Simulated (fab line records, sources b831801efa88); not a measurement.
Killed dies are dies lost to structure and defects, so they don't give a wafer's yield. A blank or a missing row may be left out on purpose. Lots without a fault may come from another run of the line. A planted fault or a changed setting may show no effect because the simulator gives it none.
Chamber matching | flow sfq_line | SFQ_TRILAYER_I3_CMP_CMP_082 on cmp-01: 4 sister chambers
The step polishes SiO2. 8 wafers are shown with their chamber, then 8 later ones without.

WAFERS WITH THEIR CHAMBER
wafer  | chamber | motor_current_A (A) | time_to_endpoint_s (s)
L356.1 | 1       | 10.5                | 219
L357.3 | 1       | 10.9                | 214
L361.6 | 2       | 9.6                 | 221
L370.3 | 3       | 10.0                | 205
L370.5 | 2       | 9.5                 | 217
L373.1 | 3       | 9.7                 | 205
L373.6 | 0       | 9.9                 | 212
L374.3 | 0       | 10.0                | 209

WAFERS WITHOUT THEIR CHAMBER
wafer  | motor_current_A (A) | time_to_endpoint_s (s)
L374.1 | 9.9                 | 218
L374.5 | 9.2                 | 211
L376.1 | 9.5                 | 201
L376.3 | 9.5                 | 215
L376.6 | 11.0                | 223
L377.2 | 11.1                | 222
L377.3 | 9.9                 | 204
L377.4 | 9.5                 | 215

WHICH CHAMBER EACH WENT THROUGH
wafer  | from the rows above          | in truth
L374.1 | can't be placed: 2 or 0      | 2
L374.5 | can't be placed: 2 or 0 or 3 | 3
L376.1 | 3                            | 3
L376.3 | can't be placed: 2 or 0      | 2
L376.6 | 1                            | 1
L377.2 | 1                            | 1
L377.3 | 3                            | 3
L377.4 | can't be placed: 2 or 0      | 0
Placed correctly: 4 of 8. Can't be placed from these rows: 4 (the true chamber is among the candidates in 4). Placed wrongly: 0.
How it was worked out, from the rows above alone: a wafer's distance from a chamber is the root of the sum, over the readings, of the square of ((its reading less the chamber's mean) divided by the reading's scatter). The wafer belongs to the nearest chamber; if the next one is less than 2 further off, it can't be placed. A chamber's mean is the mean of its shown wafers. The scatter: the root of (the sum of the squares of (reading less its chamber's mean) over the shown wafers, divided by (wafers less chambers)).
